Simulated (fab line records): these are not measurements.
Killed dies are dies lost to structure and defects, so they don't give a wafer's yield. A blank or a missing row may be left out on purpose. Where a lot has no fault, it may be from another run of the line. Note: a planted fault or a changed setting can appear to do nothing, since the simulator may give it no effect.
Matching of chambers | flow gf180mcu | GF_V3_CVD_02 on pecvd-01: 3 sister chambers
The step deposits SiO2 from TEOS, target thk 850 nm, time 94.851 s. 6 wafers are shown with their chamber, then 8 later ones without.

== WAFERS WITH THEIR CHAMBER ==
wafer  | chamber | heater power w (W)
L078.2 | 2       | 612
L084.2 | 2       | 505
L087.2 | 1       | 818
L087.3 | 0       | 675
L087.5 | 0       | 718
L089.1 | 1       | 713

== WAFERS WITH NO CHAMBER GIVEN ==
wafer  | heater power w (W)
L089.4 | 733
L089.6 | 761
L093.1 | 687
L093.4 | 609
L093.5 | 670
L097.2 | 743
L097.4 | 811
L097.5 | 592

== WHICH CHAMBER EACH WENT THROUGH ==
wafer  | from the rows above          | in truth
L089.4 | can't be placed: 1 or 0      | 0
L089.6 | can't be placed: 1 or 0      | 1
L093.1 | can't be placed: 0 or 1 or 2 | 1
L093.4 | can't be placed: 2 or 0 or 1 | 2
L093.5 | can't be placed: 0 or 1 or 2 | 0
L097.2 | can't be placed: 1 or 0      | 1
L097.4 | can't be placed: 1 or 0      | 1
L097.5 | can't be placed: 2 or 0      | 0
Placed correctly: 0 of 8. Not placeable from these rows: 8 (in 8, the candidates include the true chamber). Number placed wrongly: 0.
How it was worked out, from the rows above alone: a wafer's distance from a chamber is the root of the sum, over the readings, of the square of ((its reading less the chamber's mean) divided by the reading's scatter). The wafer belongs to the nearest chamber; if the next one is less than 2 further off, it can't be placed. The mean given for a chamber averages the wafers shown for that chamber. How the scatter is found: for the shown wafers, subtract from each reading the mean of its chamber, square and add these, divide the total by (wafers less chambers), then take the root.
